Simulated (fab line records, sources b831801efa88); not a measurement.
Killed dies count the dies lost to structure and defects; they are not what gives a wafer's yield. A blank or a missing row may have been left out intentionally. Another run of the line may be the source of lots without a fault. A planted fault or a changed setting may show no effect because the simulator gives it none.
Struck lot and sound lot, side by side -- flow sky130 -- 15 steps out of a route of 708
Sound: wafers L233.1, L233.2, L233.4. Struck: wafer L251.5 (L251.1, L251.2, from the same lot, were not struck and are left out); the cause is given at the end.
Per side, at each step with rows, come the tool, then ch with its chambers, and then its first start. Under that, the readings that differ: sound wafers -- struck wafers -- difference of the means -- sigmas: that difference in standard deviations of wafers without a fault.
alike: readings with means less than 2 such deviations apart, plus words and numbers identical on both sides. not compared: withheld readings, readings lacking a value on some wafer, bounds such as >300 that could conceal the same value, and numbers that have no deviation in the record and whose values overlap.
Wherever a step has rows on one side only, a row that says differs or no value, or a row with sigmas, the two part there. Non-overlapping numbers with no deviation appear without sigmas and do not part them. A reading that every wafer of one side lacks parts them only if that side has two wafers or more.

first, 3 steps without rows for these wafers: SKY_VIA2_STRIP_17 (strips in post etch residue remover, time 1200 s); SKY_VIA2_CLEAN_18 (cleans in IPA, time 180 s); SKY_VIA2_CLEAN_19 (cleans in O3/DIW).
SKY_VIA2_SPUTTER_20: material TiN, target thk 20 nm, time 80 s.
  sound on pvd-sputter-02 at day 36 12:45; struck on pvd-sputter-03 at day 42 00:02
  alike: chamber-pressure-pa, throttle-valve-pct
SKY_VIA2_CVD_21: deposits W, target thk 420 nm, time 126.4 s.
  sound on cvd-w-01 ch 0,1, day 36 12:49; struck on cvd-w-02 ch 0, day 42 00:06
  alike: heater-power-w
SKY_VIA2_RS_MEAS_22: uses a four-point probe to measure.
  sound on film-metro-02 at day 36 12:56; struck on film-metro-02 at day 42 00:14
  alike: VIA2_W_RS
SKY_VIA2_THK_MEAS_23: measures by xrf.
  sound on film-metro-02 at day 36 13:04; struck on film-metro-02 at day 42 00:21
  alike: VIA2_W_THK
then, 1 step without rows for these wafers: SKY_VIA2_CMP_24 (polishes, stops on SiO2, t overpolish 20 s, target thk 0 nm).
SKY_METAL3_SPUTTER_00: material Ti, target thk 15 nm, time 10 s.
  sound on pvd-sputter-03 at day 36 13:34; struck on pvd-sputter-04 at day 42 00:43
  alike: chamber-pressure-pa, throttle-valve-pct
SKY_METAL3_SPUTTER_01: material TiN, target thk 20 nm, time 16.7 s.
  sound on pvd-sputter-03 at day 36 13:35; struck on pvd-sputter-04 at day 42 00:44
  alike: chamber-pressure-pa, throttle-valve-pct
then, 2 steps without rows for these wafers: SKY_METAL3_SPUTTER_02 (material AlCu, target thk 735 nm, time 39.1 s); SKY_METAL3_SPUTTER_03 (material Ti, target thk 5 nm, time 3.3 s).
SKY_METAL3_SPUTTER_04: material TiN, target thk 70 nm, time 58.3 s.
  sound on pvd-sputter-03 at day 36 13:40; struck on pvd-sputter-04 at day 42 00:49
reading,sound,struck,difference,sigmas
chamber-pressure-pa (Pa),0.3994 0.3989 0.4000,0.3758,-0.0236,-30
  alike: throttle-valve-pct
SKY_CAPM_CVD_00: deposits SiO2, target thk 15.5 nm.
  sound on pecvd-04 ch 0,1, day 36 13:43; struck on pecvd-03 ch 0, day 42 00:52
  alike: heater-power-w, rf-fwd-power-W
-- the record jumps here: 8 days lie between the struck wafers' starts before and after (it left off in module CAPM and takes up again in module PAD_OPEN, whose first step shown is number 708 of the route) --
SKY_PAD_OPEN_PROBE_99:
  sound on prober-02 at day 45 21:54; struck on prober-01 at day 50 03:44
reading,sound,struck,difference,sigmas
killed-at-front-end,10 6 12,23,+14,+3
  alike: defect-limited-yield, killed_at_M0_to_M3, killed_at_M4_up, killed-at-contacts, killed-at-other, killed-dies, killed-open, killed-short, sort_bin_3_pad_short, sort_bin_5_function, sort_bin_6_memory, sort-n-pass, sort-yield-pct

## WHERE THEY PART
First at SKY_METAL3_SPUTTER_04; last, within this record, at SKY_PAD_OPEN_PROBE_99.

WHY: whatever the simulator had introduced
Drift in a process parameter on pvd-sputter-04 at SKY_METAL3_SPUTTER_04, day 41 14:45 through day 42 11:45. Setting chamber-pressure-pa shifted by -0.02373 from 0.4. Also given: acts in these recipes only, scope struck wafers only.
